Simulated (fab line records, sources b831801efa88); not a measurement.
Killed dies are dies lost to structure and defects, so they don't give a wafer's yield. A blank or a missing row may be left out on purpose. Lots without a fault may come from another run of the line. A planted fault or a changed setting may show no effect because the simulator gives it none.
Which tool did it? | flow gf180mcu | 6 lots, 18 wafers sampled, at 2 steps of a route of 602

WHAT THE GAUGES READ, wafer by wafer
GF_MIM_THK_MEAS_11: measures by xrf.
lot  | measured     | on            | MIM_ALCU_THK (nm)
L220 | day 24 20:05 | film_metro-01 | 199.6 199.1 199.5
L223 | day 26 01:53 | film_metro-01 | 198.4 197.5 199.5
L225 | day 26 17:23 | film_metro-01 | 195.4 197.2 196.4
L228 | day 27 13:43 | film_metro-01 | 193.6 192.7 193.9
L237 | day 30 05:47 | film_metro-03 | 199.0 199.5 200.2
L241 | day 31 02:46 | film_metro-02 | 196.6 195.7 198.0

WHICH TOOL RAN EACH LOT (tool, then ch and the chambers of the sampled wafers, then the start)
lot  | GF_MVSD_STRIP_10
L220 | plasma_asher-03 ch 0,1, day 4 16:50
L223 | plasma_asher-03 ch 0,1, day 5 08:47
L225 | plasma_asher-03 ch 0,1, day 5 20:21
L228 | plasma_asher-02 ch 0, day 6 14:01
L237 | plasma_asher-03 ch 0, day 8 18:05
L241 | plasma_asher-01 ch 0,1, day 9 18:31
- GF_MVSD_STRIP_10: strips in O2/N2.

THE ANSWER, worked out from the rows above alone
Rule: what is usual is taken from the lots themselves. Put in order of their means at a reading, lots are off if they are a third of the lots or fewer, leave a main group of 4 or more, and stand apart from it by a gap of 3 or more times the standard deviation of the main group's means; of several such gaps the widest counts. A main group whose means are all the same, to the digits that the tables above print for the reading, isn't used. A lot without any number at a reading at which 4 lots or more have one is off too. The other lots that the step has rows for count as sound.
No lot is off at any reading shown: from this, nothing can be told.

WHAT THE SIMULATOR HAD PUT IN
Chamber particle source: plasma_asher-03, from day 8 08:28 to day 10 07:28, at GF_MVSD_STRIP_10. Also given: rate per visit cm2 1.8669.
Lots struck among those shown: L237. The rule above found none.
